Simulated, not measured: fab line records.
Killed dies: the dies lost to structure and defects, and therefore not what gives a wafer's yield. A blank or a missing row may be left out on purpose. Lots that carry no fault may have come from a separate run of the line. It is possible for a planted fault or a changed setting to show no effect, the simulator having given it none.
fab line records / flow sky130
record lots=15 wafers=43 lastDay=50
route steps=708 shown METAL4@602 CAP2M@615 VIA4@641 METAL5@672
lots that met no fault: taken from a fault-free run of the same line
startH: hours from the record's opening day to when the first of the lot's shown wafers began / waitH: time in hours since the lot's previous step / " identical to the entry in the row above / L1.1+2: a row that stands for several wafers / - no value, or no start was given / * or withheld: withheld / < > ~ a bound
route shown NAME@n: NAME is a module with steps in the file, n the number in the route of the first one / usual: average and standard deviation across the fault-free wafers / same: alike in all rows / chamber/n: place in a boat / sites: the reading at each site / _std_site: their standard deviation / _edge_site: inner sites' mean taken away from outer sites' mean / radiusMm: how far each site lies from the wafer's centre / mask NAME#n: copy n / behind: tool/chamber where the wafer was last shaped / hold: why the lot was held/for how many hours/how that ended / device: whichever transistor did not switch (one of n, p or np) / end of line: the tests these same wafers got at the end of their route / step lacking rows: just its recipe / killed: dies that structure and defects cost at the first sort, which is not the same as the wafer's yield / map: per-die view of a wafer (x killed, . not killed, _ where there is no die)
set.NAME: setting as actually run; set.NAME@STEP: the setting as run at that earlier step / model.NAME: the simulator's own value behind a step, which no gauge read
route steps across a sampled set of lots; one table per step, one row per wafer
services: when a tool's chamber went out of use (startH, in hours from the record's first day, below 0 if earlier), for how many hours, and the reason
## steps
# step SKY_METAL4_SPUTTER_04
# recipe material=TiN targetThkNm=70 powerW=6500 timeS=58.3 chamberPressurePa=0.4
# usual cathodeDcPowerW=6500.2/1.2 throttleValvePct=30.3/0.8
lot.wafer=L426.1 tool=pvdSputter-04 chamber=- startH=943.24 waitH=0.0 cathodeDcPowerW=6501.9 throttleValvePct=31.3
lot.wafer=L426.2 tool=pvdSputter-04 chamber=- startH=943.24 waitH=0.0 cathodeDcPowerW=6501.3 throttleValvePct=29.3
lot.wafer=L426.4 tool=pvdSputter-04 chamber=- startH=943.24 waitH=0.0 cathodeDcPowerW=6501.8 throttleValvePct=29.7
lot.wafer=L425.1 tool=pvdSputter-03 chamber=- startH=950.65 waitH=0.0 cathodeDcPowerW=6501.4 throttleValvePct=29.4
lot.wafer=L425.5 tool=pvdSputter-03 chamber=- startH=950.65 waitH=0.0 cathodeDcPowerW=6499.0 throttleValvePct=29.4
lot.wafer=L425.6 tool=pvdSputter-03 chamber=- startH=950.65 waitH=0.0 cathodeDcPowerW=6500.2 throttleValvePct=30.5
lot.wafer=L427.2 tool=pvdSputter-03 chamber=- startH=953.01 waitH=0.0 cathodeDcPowerW=6498.2 throttleValvePct=29.5
lot.wafer=L427.4 tool=pvdSputter-03 chamber=- startH=953.01 waitH=0.0 cathodeDcPowerW=6499.2 throttleValvePct=29.6
lot.wafer=L427.5 tool=pvdSputter-03 chamber=- startH=953.01 waitH=0.0 cathodeDcPowerW=6499.6 throttleValvePct=30.4
lot.wafer=L429.1 tool=pvdSputter-04 chamber=- startH=966.79 waitH=0.0 cathodeDcPowerW=6500.9 throttleValvePct=29.4
lot.wafer=L429.4 tool=pvdSputter-04 chamber=- startH=966.79 waitH=0.0 cathodeDcPowerW=6499.5 throttleValvePct=31.4
lot.wafer=L429.6 tool=pvdSputter-04 chamber=- startH=966.79 waitH=0.0 cathodeDcPowerW=6497.7 throttleValvePct=31.0
lot.wafer=L430.1 tool=pvdSputter-04 chamber=- startH=977.19 waitH=0.0 cathodeDcPowerW=6501.0 throttleValvePct=29.5
lot.wafer=L430.4 tool=pvdSputter-04 chamber=- startH=977.19 waitH=0.0 cathodeDcPowerW=6503.3 throttleValvePct=29.8
lot.wafer=L430.6 tool=pvdSputter-04 chamber=- startH=977.19 waitH=0.0 cathodeDcPowerW=6499.1 throttleValvePct=30.8
lot.wafer=L433.2 tool=pvdSputter-02 chamber=- startH=999.75 waitH=0.0 cathodeDcPowerW=6501.1 throttleValvePct=31.2
lot.wafer=L433.4 tool=pvdSputter-02 chamber=- startH=999.75 waitH=0.0 cathodeDcPowerW=6501.3 throttleValvePct=31.5
lot.wafer=L433.6 tool=pvdSputter-02 chamber=- startH=999.75 waitH=0.0 cathodeDcPowerW=6497.5 throttleValvePct=31.2
lot.wafer=L436.4 tool=pvdSputter-02 chamber=- startH=1025.08 waitH=0.0 cathodeDcPowerW=6499.0 throttleValvePct=31.3
lot.wafer=L438.1 tool=pvdSputter-03 chamber=- startH=1032.00 waitH=0.0 cathodeDcPowerW=6498.4 throttleValvePct=30.7
lot.wafer=L438.4 tool=pvdSputter-03 chamber=- startH=1032.00 waitH=0.0 cathodeDcPowerW=6500.9 throttleValvePct=29.5
lot.wafer=L438.6 tool=pvdSputter-03 chamber=- startH=1032.00 waitH=0.0 cathodeDcPowerW=6500.5 throttleValvePct=30.8
lot.wafer=L439.1 tool=pvdSputter-04 chamber=- startH=1034.57 waitH=0.0 cathodeDcPowerW=6498.8 throttleValvePct=29.5
lot.wafer=L439.2 tool=pvdSputter-04 chamber=- startH=1034.57 waitH=0.0 cathodeDcPowerW=6500.0 throttleValvePct=29.7
lot.wafer=L439.3 tool=pvdSputter-04 chamber=- startH=1034.57 waitH=0.0 cathodeDcPowerW=6500.7 throttleValvePct=30.4
lot.wafer=L440.1 tool=pvdSputter-02 chamber=- startH=1045.03 waitH=0.0 cathodeDcPowerW=6501.8 throttleValvePct=31.5
lot.wafer=L440.4 tool=pvdSputter-02 chamber=- startH=1045.03 waitH=0.0 cathodeDcPowerW=6499.6 throttleValvePct=31.2
lot.wafer=L440.6 tool=pvdSputter-02 chamber=- startH=1045.03 waitH=0.0 cathodeDcPowerW=6500.0 throttleValvePct=29.6
lot.wafer=L442.1 tool=pvdSputter-02 chamber=- startH=1050.73 waitH=0.0 cathodeDcPowerW=6500.7 throttleValvePct=31.1
lot.wafer=L442.3 tool=pvdSputter-02 chamber=- startH=1050.73 waitH=0.0 cathodeDcPowerW=6502.2 throttleValvePct=29.5
lot.wafer=L442.6 tool=pvdSputter-02 chamber=- startH=1050.73 waitH=0.0 cathodeDcPowerW=6498.2 throttleValvePct=31.3
lot.wafer=L443.1 tool=pvdSputter-04 chamber=- startH=1066.80 waitH=0.0 cathodeDcPowerW=6501.1 throttleValvePct=29.5
lot.wafer=L443.3 tool=pvdSputter-04 chamber=- startH=1066.80 waitH=0.0 cathodeDcPowerW=6501.1 throttleValvePct=29.6
lot.wafer=L443.6 tool=pvdSputter-04 chamber=- startH=1066.80 waitH=0.0 cathodeDcPowerW=6500.1 throttleValvePct=31.3
lot.wafer=L445.1 tool=pvdSputter-03 chamber=- startH=1068.71 waitH=0.0 cathodeDcPowerW=6499.1 throttleValvePct=30.6
lot.wafer=L445.4 tool=pvdSputter-03 chamber=- startH=1068.71 waitH=0.0 cathodeDcPowerW=6499.4 throttleValvePct=29.7
lot.wafer=L445.6 tool=pvdSputter-03 chamber=- startH=1068.71 waitH=0.0 cathodeDcPowerW=6499.9 throttleValvePct=30.7
lot.wafer=L444.1 tool=pvdSputter-04 chamber=- startH=1076.08 waitH=0.0 cathodeDcPowerW=6500.4 throttleValvePct=31.1
lot.wafer=L444.3 tool=pvdSputter-04 chamber=- startH=1076.08 waitH=0.0 cathodeDcPowerW=6500.2 throttleValvePct=29.5
lot.wafer=L444.5 tool=pvdSputter-04 chamber=- startH=1076.08 waitH=0.0 cathodeDcPowerW=6499.1 throttleValvePct=29.5
lot.wafer=L446.2 tool=pvdSputter-03 chamber=- startH=1081.98 waitH=0.0 cathodeDcPowerW=6499.4 throttleValvePct=30.3
lot.wafer=L446.5 tool=pvdSputter-03 chamber=- startH=1081.98 waitH=0.0 cathodeDcPowerW=6499.7 throttleValvePct=29.4
lot.wafer=L446.6 tool=pvdSputter-03 chamber=- startH=1081.98 waitH=0.0 cathodeDcPowerW=6500.2 throttleValvePct=29.3
# step SKY_CAP2M_OVL_MEAS_12
# usual CAP2M_OVL=-0.5/1.3
lot.wafer=L426.1 tool=overlay-01 chamber=- startH=967.22 waitH=0.1 CAP2M_OVL[nm]=1.4
lot.wafer=L426.2 tool=overlay-01 chamber=- startH=967.22 waitH=0.1 CAP2M_OVL[nm]=-2.0
lot.wafer=L426.4 tool=overlay-01 chamber=- startH=967.22 waitH=0.1 CAP2M_OVL[nm]=0.7
lot.wafer=L425.1 tool=overlay-02 chamber=- startH=974.94 waitH=0.1 CAP2M_OVL[nm]=1.7
lot.wafer=L425.5 tool=overlay-02 chamber=- startH=974.94 waitH=0.1 CAP2M_OVL[nm]=-0.2
lot.wafer=L425.6 tool=overlay-02 chamber=- startH=974.94 waitH=0.1 CAP2M_OVL[nm]=2.6
lot.wafer=L427.2 tool=overlay-02 chamber=- startH=976.61 waitH=0.1 CAP2M_OVL[nm]=-2.0
lot.wafer=L427.4 tool=overlay-02 chamber=- startH=976.61 waitH=0.1 CAP2M_OVL[nm]=-1.9
lot.wafer=L427.5 tool=overlay-02 chamber=- startH=976.61 waitH=0.1 CAP2M_OVL[nm]=-1.8
lot.wafer=L429.1 tool=overlay-01 chamber=- startH=990.27 waitH=0.1 CAP2M_OVL[nm]=1.5
lot.wafer=L429.4 tool=overlay-01 chamber=- startH=990.27 waitH=0.1 CAP2M_OVL[nm]=0.7
lot.wafer=L429.6 tool=overlay-01 chamber=- startH=990.27 waitH=0.1 CAP2M_OVL[nm]=1.6
lot.wafer=L430.1 tool=overlay-02 chamber=- startH=1000.91 waitH=0.1 CAP2M_OVL[nm]=-1.3
lot.wafer=L430.4 tool=overlay-02 chamber=- startH=1000.91 waitH=0.1 CAP2M_OVL[nm]=-1.4
lot.wafer=L430.6 tool=overlay-02 chamber=- startH=1000.91 waitH=0.1 CAP2M_OVL[nm]=-0.6
lot.wafer=L433.2 tool=overlay-02 chamber=- startH=1023.23 waitH=0.1 CAP2M_OVL[nm]=-1.5
lot.wafer=L433.4 tool=overlay-02 chamber=- startH=1023.23 waitH=0.1 CAP2M_OVL[nm]=-0.3
lot.wafer=L433.6 tool=overlay-02 chamber=- startH=1023.23 waitH=0.1 CAP2M_OVL[nm]=-1.2
lot.wafer=L436.4 tool=overlay-01 chamber=- startH=1047.29 waitH=0.1 CAP2M_OVL[nm]=-1.0
lot.wafer=L438.1 tool=overlay-02 chamber=- startH=1054.67 waitH=0.1 CAP2M_OVL[nm]=-0.6
lot.wafer=L438.4 tool=overlay-02 chamber=- startH=1054.67 waitH=0.1 CAP2M_OVL[nm]=-0.1
lot.wafer=L438.6 tool=overlay-02 chamber=- startH=1054.67 waitH=0.1 CAP2M_OVL[nm]=0.2
lot.wafer=L439.1 tool=overlay-01 chamber=- startH=1056.72 waitH=0.1 CAP2M_OVL[nm]=0.1
lot.wafer=L439.2 tool=overlay-01 chamber=- startH=1056.72 waitH=0.1 CAP2M_OVL[nm]=3.7
lot.wafer=L439.3 tool=overlay-01 chamber=- startH=1056.72 waitH=0.1 CAP2M_OVL[nm]=0.1
lot.wafer=L440.1 tool=overlay-02 chamber=- startH=1066.72 waitH=0.1 CAP2M_OVL[nm]=-2.1
lot.wafer=L440.4 tool=overlay-02 chamber=- startH=1066.72 waitH=0.1 CAP2M_OVL[nm]=0.4
lot.wafer=L440.6 tool=overlay-02 chamber=- startH=1066.72 waitH=0.1 CAP2M_OVL[nm]=-0.7
lot.wafer=L442.1 tool=overlay-02 chamber=- startH=1071.36 waitH=0.1 CAP2M_OVL[nm]=-1.8
lot.wafer=L442.3 tool=overlay-02 chamber=- startH=1071.36 waitH=0.1 CAP2M_OVL[nm]=-1.1
lot.wafer=L442.6 tool=overlay-02 chamber=- startH=1071.36 waitH=0.1 CAP2M_OVL[nm]=0.0
lot.wafer=L443.1 tool=overlay-02 chamber=- startH=1087.27 waitH=0.1 CAP2M_OVL[nm]=-1.6
lot.wafer=L443.3 tool=overlay-02 chamber=- startH=1087.27 waitH=0.1 CAP2M_OVL[nm]=-0.8
lot.wafer=L443.6 tool=overlay-02 chamber=- startH=1087.27 waitH=0.1 CAP2M_OVL[nm]=-1.4
lot.wafer=L445.1 tool=overlay-01 chamber=- startH=1089.89 waitH=0.1 CAP2M_OVL[nm]=0.4
lot.wafer=L445.4 tool=overlay-01 chamber=- startH=1089.89 waitH=0.1 CAP2M_OVL[nm]=0.4
lot.wafer=L445.6 tool=overlay-01 chamber=- startH=1089.89 waitH=0.1 CAP2M_OVL[nm]=1.0
lot.wafer=L444.1 tool=overlay-02 chamber=- startH=1097.34 waitH=0.1 CAP2M_OVL[nm]=-0.4
lot.wafer=L444.3 tool=overlay-02 chamber=- startH=1097.34 waitH=0.1 CAP2M_OVL[nm]=-2.5
lot.wafer=L444.5 tool=overlay-02 chamber=- startH=1097.34 waitH=0.1 CAP2M_OVL[nm]=-0.3
lot.wafer=L446.2 tool=overlay-01 chamber=- startH=1102.74 waitH=0.1 CAP2M_OVL[nm]=-1.0
lot.wafer=L446.5 tool=overlay-01 chamber=- startH=1102.74 waitH=0.1 CAP2M_OVL[nm]=0.1
lot.wafer=L446.6 tool=overlay-01 chamber=- startH=1102.74 waitH=0.1 CAP2M_OVL[nm]=-3.6
# step SKY_VIA4_CMP_02
# recipe material=SiO2 downForcePsi=4 platenRpm=60 padVelocityMS=0.94248
# usual motorCurrentA=11.5/1.2 platenRpm=60.00/0.04 slurryFlowMlMin=150.0/0.48
lot.wafer=L426.4 tool=cmp-02 chamber=0 startH=993.27 waitH=0.1 motorCurrentA=12.8 platenRpm=59.94 slurryFlowMlMin=149.5
lot.wafer=L426.1 tool=cmp-02 chamber=1 startH=993.27 waitH=0.1 motorCurrentA=12.6 platenRpm=59.92 slurryFlowMlMin=150.4
lot.wafer=L426.2 tool=cmp-02 chamber=2 startH=993.27 waitH=0.1 motorCurrentA=9.4 platenRpm=59.96 slurryFlowMlMin=149.7
lot.wafer=L425.1 tool=cmp-02 chamber=2 startH=1000.74 waitH=0.1 motorCurrentA=10.0 platenRpm=59.98 slurryFlowMlMin=150.4
lot.wafer=L425.5 tool=cmp-02 chamber=2 startH=1000.74 waitH=0.1 motorCurrentA=9.4 platenRpm=60.03 slurryFlowMlMin=149.7
lot.wafer=L425.6 tool=cmp-02 chamber=3 startH=1000.74 waitH=0.1 motorCurrentA=11.1 platenRpm=59.93 slurryFlowMlMin=150.0
lot.wafer=L427.2 tool=cmp-02 chamber=3 startH=1002.19 waitH=0.1 motorCurrentA=11.1 platenRpm=59.97 slurryFlowMlMin=150.5
lot.wafer=L427.4 tool=cmp-02 chamber=0 startH=1002.19 waitH=0.1 motorCurrentA=13.3 platenRpm=59.99 slurryFlowMlMin=150.8
lot.wafer=L427.5 tool=cmp-02 chamber=1 startH=1002.19 waitH=0.1 motorCurrentA=12.5 platenRpm=59.92 slurryFlowMlMin=150.0
lot.wafer=L429.4 tool=cmp-02 chamber=2 startH=1016.19 waitH=0.0 motorCurrentA=9.3 platenRpm=59.96 slurryFlowMlMin=149.9
lot.wafer=L429.1 tool=cmp-02 chamber=0 startH=1016.19 waitH=0.0 motorCurrentA=12.3 platenRpm=60.08 slurryFlowMlMin=150.7
lot.wafer=L429.6 tool=cmp-02 chamber=3 startH=1016.19 waitH=0.0 motorCurrentA=11.2 platenRpm=59.97 slurryFlowMlMin=149.8
lot.wafer=L430.1 tool=cmp-01 chamber=1 startH=1026.37 waitH=0.1 motorCurrentA=11.6 platenRpm=59.91 slurryFlowMlMin=149.3
lot.wafer=L430.4 tool=cmp-01 chamber=2 startH=1026.37 waitH=0.1 motorCurrentA=10.7 platenRpm=59.99 slurryFlowMlMin=150.3
lot.wafer=L430.6 tool=cmp-01 chamber=0 startH=1026.37 waitH=0.1 motorCurrentA=12.3 platenRpm=59.92 slurryFlowMlMin=149.7
lot.wafer=L433.4 tool=cmp-01 chamber=1 startH=1047.10 waitH=0.0 motorCurrentA=11.8 platenRpm=59.97 slurryFlowMlMin=150.3
lot.wafer=L433.2 tool=cmp-01 chamber=2 startH=1047.10 waitH=0.0 motorCurrentA=11.2 platenRpm=60.04 slurryFlowMlMin=149.8
lot.wafer=L433.6 tool=cmp-01 chamber=2 startH=1047.10 waitH=0.0 motorCurrentA=11.7 platenRpm=60.00 slurryFlowMlMin=150.7
lot.wafer=L436.4 tool=cmp-01 chamber=0 startH=1071.40 waitH=0.2 motorCurrentA=13.4 platenRpm=59.95 slurryFlowMlMin=150.3
lot.wafer=L438.1 tool=cmp-02 chamber=0 startH=1078.21 waitH=0.2 motorCurrentA=12.6 platenRpm=60.00 slurryFlowMlMin=149.8
lot.wafer=L438.4 tool=cmp-02 chamber=2 startH=1078.21 waitH=0.2 motorCurrentA=10.0 platenRpm=60.01 slurryFlowMlMin=149.6
lot.wafer=L438.6 tool=cmp-02 chamber=0 startH=1078.21 waitH=0.2 motorCurrentA=12.7 platenRpm=60.03 slurryFlowMlMin=149.5
lot.wafer=L439.2 tool=cmp-02 chamber=1 startH=1080.34 waitH=0.1 motorCurrentA=12.1 platenRpm=59.99 slurryFlowMlMin=150.6
lot.wafer=L439.3 tool=cmp-02 chamber=3 startH=1080.34 waitH=0.1 motorCurrentA=11.0 platenRpm=60.02 slurryFlowMlMin=149.3
lot.wafer=L439.1 tool=cmp-02 chamber=0 startH=1080.34 waitH=0.1 motorCurrentA=12.9 platenRpm=59.99 slurryFlowMlMin=151.2
lot.wafer=L440.1 tool=cmp-01 chamber=2 startH=1089.99 waitH=0.3 motorCurrentA=11.9 platenRpm=60.00 slurryFlowMlMin=149.6
lot.wafer=L440.4 tool=cmp-01 chamber=1 startH=1089.99 waitH=0.3 motorCurrentA=12.1 platenRpm=60.02 slurryFlowMlMin=149.9
lot.wafer=L440.6 tool=cmp-01 chamber=3 startH=1089.99 waitH=0.3 motorCurrentA=10.6 platenRpm=59.98 slurryFlowMlMin=149.5
lot.wafer=L442.3 tool=cmp-01 chamber=3 startH=1095.04 waitH=0.0 motorCurrentA=10.9 platenRpm=59.97 slurryFlowMlMin=148.9
lot.wafer=L442.1 tool=cmp-01 chamber=0 startH=1095.04 waitH=0.0 motorCurrentA=12.8 platenRpm=59.94 slurryFlowMlMin=148.9
lot.wafer=L442.6 tool=cmp-01 chamber=0 startH=1095.04 waitH=0.0 motorCurrentA=13.2 platenRpm=60.05 slurryFlowMlMin=149.5
lot.wafer=L443.1 tool=cmp-02 chamber=1 startH=1109.36 waitH=0.2 motorCurrentA=12.2 platenRpm=60.05 slurryFlowMlMin=150.1
lot.wafer=L443.3 tool=cmp-02 chamber=3 startH=1109.36 waitH=0.2 motorCurrentA=11.3 platenRpm=60.05 slurryFlowMlMin=149.6
lot.wafer=L443.6 tool=cmp-02 chamber=1 startH=1109.36 waitH=0.2 motorCurrentA=12.5 platenRpm=60.05 slurryFlowMlMin=150.8
lot.wafer=L445.1 tool=cmp-02 chamber=1 startH=1111.75 waitH=0.1 motorCurrentA=12.3 platenRpm=60.06 slurryFlowMlMin=150.8
lot.wafer=L445.4 tool=cmp-02 chamber=2 startH=1111.75 waitH=0.1 motorCurrentA=9.8 platenRpm=60.02 slurryFlowMlMin=150.7
lot.wafer=L445.6 tool=cmp-02 chamber=1 startH=1111.75 waitH=0.1 motorCurrentA=11.8 platenRpm=59.99 slurryFlowMlMin=149.5
lot.wafer=L444.1 tool=cmp-02 chamber=2 startH=1118.86 waitH=0.1 motorCurrentA=9.2 platenRpm=59.95 slurryFlowMlMin=150.2
lot.wafer=L444.3 tool=cmp-02 chamber=3 startH=1118.86 waitH=0.1 motorCurrentA=11.1 platenRpm=59.97 slurryFlowMlMin=150.7
lot.wafer=L444.5 tool=cmp-02 chamber=2 startH=1118.86 waitH=0.1 motorCurrentA=9.7 platenRpm=60.04 slurryFlowMlMin=149.9
lot.wafer=L446.2 tool=cmp-01 chamber=1 startH=1124.67 waitH=0.0 motorCurrentA=12.0 platenRpm=59.96 slurryFlowMlMin=149.9
lot.wafer=L446.6 tool=cmp-01 chamber=1 startH=1124.67 waitH=0.0 motorCurrentA=12.0 platenRpm=60.00 slurryFlowMlMin=150.4
lot.wafer=L446.5 tool=cmp-01 chamber=2 startH=1124.67 waitH=0.0 motorCurrentA=11.4 platenRpm=59.97 slurryFlowMlMin=150.8
# step SKY_METAL5_EXPOSE_11
# recipe maskId=MM5 na=0.6 sourceShape=conventional sigmaOuter=0.6 polarization=unpolarized targetCdNm=1600 doseMj=190
# usual exposureDoseMJCm2=190.02/0.23 focusOffsetNm=-0.1/0.58 na=0.6/0
lot.wafer=L426.1 tool=ilineStepper-01 chamber=0 startH=1029.85 waitH=- mask=MM5#0 exposureDoseMJCm2=190.28 focusOffsetNm=0.1 na=0.6
lot.wafer=L426.2 tool=ilineStepper-01 chamber=0 startH=1029.85 waitH=- mask=MM5#0 exposureDoseMJCm2=190.24 focusOffsetNm=-1.0 na=0.6
lot.wafer=L426.4 tool=ilineStepper-01 chamber=0 startH=1029.85 waitH=- mask=MM5#0 exposureDoseMJCm2=190.14 focusOffsetNm=-1.2 na=0.6
lot.wafer=L425.1 tool=ilineStepper-02 chamber=0 startH=1036.75 waitH=- mask=MM5#0 exposureDoseMJCm2=190.45 focusOffsetNm=0.2 na=0.6
lot.wafer=L425.5 tool=ilineStepper-02 chamber=0 startH=1036.75 waitH=- mask=MM5#0 exposureDoseMJCm2=190.09 focusOffsetNm=0.5 na=0.6
lot.wafer=L425.6 tool=ilineStepper-02 chamber=0 startH=1036.75 waitH=- mask=MM5#0 exposureDoseMJCm2=190.12 focusOffsetNm=0.4 na=0.6
lot.wafer=L427.2 tool=ilineStepper-02 chamber=0 startH=1037.91 waitH=- mask=MM5#0 exposureDoseMJCm2=190.67 focusOffsetNm=0.4 na=0.6
lot.wafer=L427.4 tool=ilineStepper-02 chamber=0 startH=1037.91 waitH=- mask=MM5#0 exposureDoseMJCm2=190.40 focusOffsetNm=0.6 na=0.6
lot.wafer=L427.5 tool=ilineStepper-02 chamber=0 startH=1037.91 waitH=- mask=MM5#0 exposureDoseMJCm2=190.45 focusOffsetNm=0.0 na=0.6
lot.wafer=L429.1 tool=ilineStepper-02 chamber=0 startH=1051.47 waitH=- mask=MM5#0 exposureDoseMJCm2=189.97 focusOffsetNm=-0.9 na=0.6
lot.wafer=L429.4 tool=ilineStepper-02 chamber=0 startH=1051.47 waitH=- mask=MM5#0 exposureDoseMJCm2=189.89 focusOffsetNm=-0.1 na=0.6
lot.wafer=L429.6 tool=ilineStepper-02 chamber=0 startH=1051.47 waitH=- mask=MM5#0 exposureDoseMJCm2=189.79 focusOffsetNm=-0.4 na=0.6
lot.wafer=L430.1 tool=ilineStepper-01 chamber=0 startH=1060.06 waitH=- mask=MM5#0 exposureDoseMJCm2=189.89 focusOffsetNm=0.2 na=0.6
lot.wafer=L430.4 tool=ilineStepper-01 chamber=0 startH=1060.06 waitH=- mask=MM5#0 exposureDoseMJCm2=189.56 focusOffsetNm=-0.5 na=0.6
lot.wafer=L430.6 tool=ilineStepper-01 chamber=0 startH=1060.06 waitH=- mask=MM5#0 exposureDoseMJCm2=189.63 focusOffsetNm=0.1 na=0.6
lot.wafer=L433.2 tool=ilineStepper-01 chamber=0 startH=1080.11 waitH=- mask=MM5#0 exposureDoseMJCm2=189.90 focusOffsetNm=1.2 na=0.6
lot.wafer=L433.4 tool=ilineStepper-01 chamber=0 startH=1080.11 waitH=- mask=MM5#0 exposureDoseMJCm2=190.13 focusOffsetNm=0.4 na=0.6
lot.wafer=L433.6 tool=ilineStepper-01 chamber=0 startH=1080.11 waitH=- mask=MM5#0 exposureDoseMJCm2=190.01 focusOffsetNm=0.4 na=0.6
lot.wafer=L436.4 tool=ilineStepper-01 chamber=- startH=1103.52 waitH=- mask=MM5#0 exposureDoseMJCm2=- focusOffsetNm=- na=-
lot.wafer=L438.1 tool=ilineStepper-01 chamber=- startH=1110.98 waitH=- mask=MM5#0 exposureDoseMJCm2=- focusOffsetNm=- na=-
lot.wafer=L438.4 tool=ilineStepper-01 chamber=- startH=1110.98 waitH=- mask=MM5#0 exposureDoseMJCm2=- focusOffsetNm=- na=-
lot.wafer=L438.6 tool=ilineStepper-01 chamber=- startH=1110.98 waitH=- mask=MM5#0 exposureDoseMJCm2=- focusOffsetNm=- na=-
lot.wafer=L439.1 tool=ilineStepper-01 chamber=- startH=1113.49 waitH=- mask=MM5#0 exposureDoseMJCm2=- focusOffsetNm=- na=-
lot.wafer=L439.2 tool=ilineStepper-01 chamber=- startH=1113.49 waitH=- mask=MM5#0 exposureDoseMJCm2=- focusOffsetNm=- na=-
lot.wafer=L439.3 tool=ilineStepper-01 chamber=- startH=1113.49 waitH=- mask=MM5#0 exposureDoseMJCm2=- focusOffsetNm=- na=-
lot.wafer=L440.1 tool=ilineStepper-02 chamber=0 startH=1121.10 waitH=- mask=MM5#0 exposureDoseMJCm2=189.71 focusOffsetNm=-0.2 na=0.6
lot.wafer=L440.4 tool=ilineStepper-02 chamber=0 startH=1121.10 waitH=- mask=MM5#0 exposureDoseMJCm2=189.92 focusOffsetNm=-0.5 na=0.6
lot.wafer=L440.6 tool=ilineStepper-02 chamber=0 startH=1121.10 waitH=- mask=MM5#0 exposureDoseMJCm2=189.68 focusOffsetNm=0.2 na=0.6
lot.wafer=L442.1 tool=ilineStepper-01 chamber=0 startH=1125.70 waitH=- mask=MM5#0 exposureDoseMJCm2=190.17 focusOffsetNm=0.2 na=0.6
lot.wafer=L442.3 tool=ilineStepper-01 chamber=0 startH=1125.70 waitH=- mask=MM5#0 exposureDoseMJCm2=189.74 focusOffsetNm=0.5 na=0.6
lot.wafer=L442.6 tool=ilineStepper-01 chamber=0 startH=1125.70 waitH=- mask=MM5#0 exposureDoseMJCm2=189.86 focusOffsetNm=0.5 na=0.6
lot.wafer=L443.1 tool=ilineStepper-01 chamber=0 startH=1141.26 waitH=- mask=MM5#0 exposureDoseMJCm2=189.94 focusOffsetNm=-0.3 na=0.6
lot.wafer=L443.3 tool=ilineStepper-01 chamber=0 startH=1141.26 waitH=- mask=MM5#0 exposureDoseMJCm2=189.81 focusOffsetNm=0.7 na=0.6
lot.wafer=L443.6 tool=ilineStepper-01 chamber=0 startH=1141.26 waitH=- mask=MM5#0 exposureDoseMJCm2=189.58 focusOffsetNm=-0.3 na=0.6
lot.wafer=L445.1 tool=ilineStepper-01 chamber=0 startH=1142.09 waitH=- mask=MM5#0 exposureDoseMJCm2=190.19 focusOffsetNm=0.1 na=0.6
lot.wafer=L445.4 tool=ilineStepper-01 chamber=0 startH=1142.09 waitH=- mask=MM5#0 exposureDoseMJCm2=190.22 focusOffsetNm=1.0 na=0.6
lot.wafer=L445.6 tool=ilineStepper-01 chamber=0 startH=1142.09 waitH=- mask=MM5#0 exposureDoseMJCm2=190.22 focusOffsetNm=0.6 na=0.6
lot.wafer=L444.1 tool=ilineStepper-01 chamber=0 startH=1148.82 waitH=- mask=MM5#0 exposureDoseMJCm2=189.92 focusOffsetNm=-0.9 na=0.6
lot.wafer=L444.3 tool=ilineStepper-01 chamber=0 startH=1148.82 waitH=- mask=MM5#0 exposureDoseMJCm2=189.93 focusOffsetNm=-0.5 na=0.6
lot.wafer=L444.5 tool=ilineStepper-01 chamber=0 startH=1148.82 waitH=- mask=MM5#0 exposureDoseMJCm2=190.14 focusOffsetNm=-0.9 na=0.6
lot.wafer=L446.2 tool=ilineStepper-01 chamber=0 startH=1154.94 waitH=- mask=MM5#0 exposureDoseMJCm2=190.46 focusOffsetNm=-0.7 na=0.6
lot.wafer=L446.5 tool=ilineStepper-01 chamber=0 startH=1154.94 waitH=- mask=MM5#0 exposureDoseMJCm2=189.97 focusOffsetNm=0.1 na=0.6
lot.wafer=L446.6 tool=ilineStepper-01 chamber=0 startH=1154.94 waitH=- mask=MM5#0 exposureDoseMJCm2=190.35 focusOffsetNm=-0.2 na=0.6
## services
tool=ilineStepper-01 chamber=- startH=929.57 hours=5.0 kind=repair
tool=ilineStepper-02 chamber=0 startH=944.71 hours=- kind=calibration
tool=ilineStepper-02 chamber=- startH=955.22 hours=0.6 kind=repair
tool=ilineStepper-01 chamber=- startH=976.94 hours=3.3 kind=repair
tool=cmp-01 chamber=- startH=980.66 hours=5.3 kind=pm
tool=ilineStepper-02 chamber=- startH=995.82 hours=1.7 kind=pm
tool=pvdSputter-03 chamber=- startH=1046.33 hours=5.4 kind=repair
tool=ilineStepper-01 chamber=- startH=1053.36 hours=4.4 kind=pm
tool=ilineStepper-01 chamber=- startH=1057.81 hours=1.7 kind=pm
tool=cmp-01 chamber=- startH=1084.19 hours=4.0 kind=pm
tool=cmp-01 chamber=- startH=1088.19 hours=- kind=consumableReplace:conditioner
tool=cmp-01 chamber=- startH=1088.19 hours=- kind=consumableReplace:pad
tool=cmp-02 chamber=- startH=1088.57 hours=4.5 kind=pm
tool=cmp-01 chamber=- startH=1095.66 hours=1.0 kind=repair
tool=ilineStepper-01 chamber=0 startH=1111.59 hours=- kind=calibration
tool=cmp-01 chamber=- startH=1111.85 hours=2.5 kind=repair
tool=cmp-02 chamber=- startH=1112.82 hours=1.8 kind=repair
tool=cmp-01 chamber=- startH=1125.33 hours=2.2 kind=repair
tool=ilineStepper-02 chamber=- startH=1130.18 hours=2.3 kind=repair
tool=pvdSputter-03 chamber=- startH=1136.36 hours=2.7 kind=repair
## key
firstSign step=SKY_METAL5_EXPOSE_11 reading=toolRecord direction=missing
effect none on later readings
metAt SKY_METAL5_EXPOSE_11
struckLots L436,L438,L439
laterRowsLeftOut L436.4,L438.1,L438.4,L438.6,L439.1,L439.2,L439.3
sortLeftOut L436.4,L438.1,L438.4,L438.6,L439.1,L439.2,L439.3
notActingAt SKY_METAL4_SPUTTER_04,SKY_CAP2M_OVL_MEAS_12,SKY_VIA4_CMP_02
onsetBetween 1080.11 1103.52
fault kind=skippedStepWhole tool=ilineStepper-01 chamber=- onsetH=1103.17 steps=SKY_METAL5_EXPOSE_11 scope=struckLotsOnly
# sortLeftOut: the simulated sort isn't trusted on such a fault, so these wafers' sort isn't shown, and their yield isn't known
# laterRowsLeftOut: the simulator's readings of these wafers behind a module that went badly wrong aren't trusted and aren't shown, but for the sort
